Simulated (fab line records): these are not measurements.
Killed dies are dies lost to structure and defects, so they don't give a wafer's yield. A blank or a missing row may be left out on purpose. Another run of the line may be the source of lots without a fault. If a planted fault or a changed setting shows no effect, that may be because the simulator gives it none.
One fault through the eyes of 2 desks / flow gf180mcu / only its own numbers are on each desk; what lay behind them is given at the end

THE TOOL OWNER'S DESK: pvdSputter-01
The tool's own readings at GF_MIM_SPUTTER_00 (material Ti, target thk 37.5 nm, time 150 s): means of the sampled wafers that have a number, for each lot that ran on this tool. If a lot's mean is further than 4 standard deviations from the usual mean, the lot is out of limits and carries the mark OUT (the distance appears in the brackets).
Columns: A = throttleValvePct at GF_MIM_SPUTTER_00, usual 29.3 %
lot=L469; first seen here=day 28 06:14; A=28.5
lot=L475; first seen here=day 29 18:03; A=28.6
lot=L477; first seen here=day 30 07:02; A=28.8
Result from this desk: across the 3 lots, nothing is out of limits.

THE METROLOGY DESK
What the gauges read, lot by lot, whatever tool the lot ran on: means of the sampled wafers that have a number. If a lot's mean is further than 4 standard deviations from the usual mean, the lot is out of limits and carries the mark OUT (the distance appears in the brackets).
Columns: A = V4_OVL at GF_V4_OVL_MEAS_15, usual -5 nm; B = V4_W_RS at GF_V4_RS_MEAS_24, usual 0.323 ohm/sq; C = V4_W_THK at GF_V4_THK_MEAS_25, usual 349 nm
lot=L461; first seen here=day 25 11:57; A=3; B=0.320; C=359
lot=L469; first seen here=day 28 04:51; A=-9; B=0.323; C=346
lot=L475; first seen here=day 29 16:40; A=-5; B=0.327; C=341
lot=L477; first seen here=day 30 05:14; A=-10; B=0.326; C=349
lot=L478; first seen here=day 30 10:30; A=-2; B=0.324; C=346
lot=L479; first seen here=day 30 14:12; A=-13; B=0.325; C=349
Result from this desk: across the 6 lots, nothing is out of limits.

ALL TOGETHER
The desk of the tool owner found nothing out of limits.
Metrology desk: nothing out of limits seen.

WHAT THE SIMULATOR PUT IN
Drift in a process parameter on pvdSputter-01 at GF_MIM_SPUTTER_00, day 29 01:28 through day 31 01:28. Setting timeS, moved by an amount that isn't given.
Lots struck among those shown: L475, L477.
